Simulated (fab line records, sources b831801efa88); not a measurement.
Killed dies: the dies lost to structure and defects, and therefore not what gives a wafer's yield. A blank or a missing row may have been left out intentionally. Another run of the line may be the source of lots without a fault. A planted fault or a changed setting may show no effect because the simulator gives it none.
One fault through the eyes of 2 desks | flow gf180mcu | each desk holds nothing but its own numbers, with what lay behind them at the end

== FOR THE TOOL OWNER'S DESK: cmp-01 ==
The tool's own readings at GF_CONTACT_CMP_27 (polishes, stops on SiO2, t overpolish 15 s, target thk 0 nm): means of the sampled wafers that have a number, for each lot that ran on this tool. If a lot's mean is further than 4 standard deviations from the usual mean, the lot is out of limits and carries the mark OUT (the distance appears in the brackets).
Columns: A = edgeZonePressureFrac at GF_CONTACT_CMP_27, usual 0.999; B = headPressurePsi at GF_CONTACT_CMP_27, usual 3.500 psi; C = motorCurrentA at GF_CONTACT_CMP_27, usual 11.3 A; D = overpolishRunS at GF_CONTACT_CMP_27, usual 14.998 s; E = timeToEndpointS at GF_CONTACT_CMP_27, usual 73 s
lot  | first seen here | A     | B     | C    | D      | E
L559 | day 16 21:12    | 1.002 | 3.506 | 10.2 | 15.001 | 75
L560 | day 17 01:25    | 0.998 | 3.500 | 10.8 | 14.997 | 75
L562 | day 17 23:44    | 0.999 | 3.495 | 11.0 | 14.998 | 72
L566 | day 19 21:31    | 0.998 | 3.493 | 11.1 | 15.003 | 74
This desk found nothing out of limits on any of the 4 lots.

== AT THE METROLOGY DESK ==
What the gauges read, lot by lot, whatever tool the lot ran on: means of the sampled wafers that have a number. If a lot's mean is further than 4 standard deviations from the usual mean, the lot is out of limits and carries the mark OUT (the distance appears in the brackets).
Columns: A = M1_ALCU_RS at GF_M1_RS_MEAS_05, usual 0.0699 ohm/sq
lot  | first seen here | A
L559 | day 16 21:43    | 0.0685
L560 | day 17 01:53    | 0.0704
L562 | day 18 00:19    | 0.0702
L561 | day 18 01:29    | 0.0707
L564 | day 18 21:46    | 0.0707
L565 | day 19 01:26    | 0.0710
L566 | day 19 21:59    | 0.0695
L567 | day 19 22:23    | 0.0694
L569 | day 20 14:44    | 0.0703
L570 | day 21 02:09    | 0.0698
L571 | day 21 14:23    | 0.0697
This desk found nothing out of limits on any of the 11 lots.

== PUT TOGETHER ==
The desk of the tool owner found nothing out of limits.
Nothing out of limits was seen by the metrology desk.

== WHAT THE SIMULATOR HAD PUT IN ==
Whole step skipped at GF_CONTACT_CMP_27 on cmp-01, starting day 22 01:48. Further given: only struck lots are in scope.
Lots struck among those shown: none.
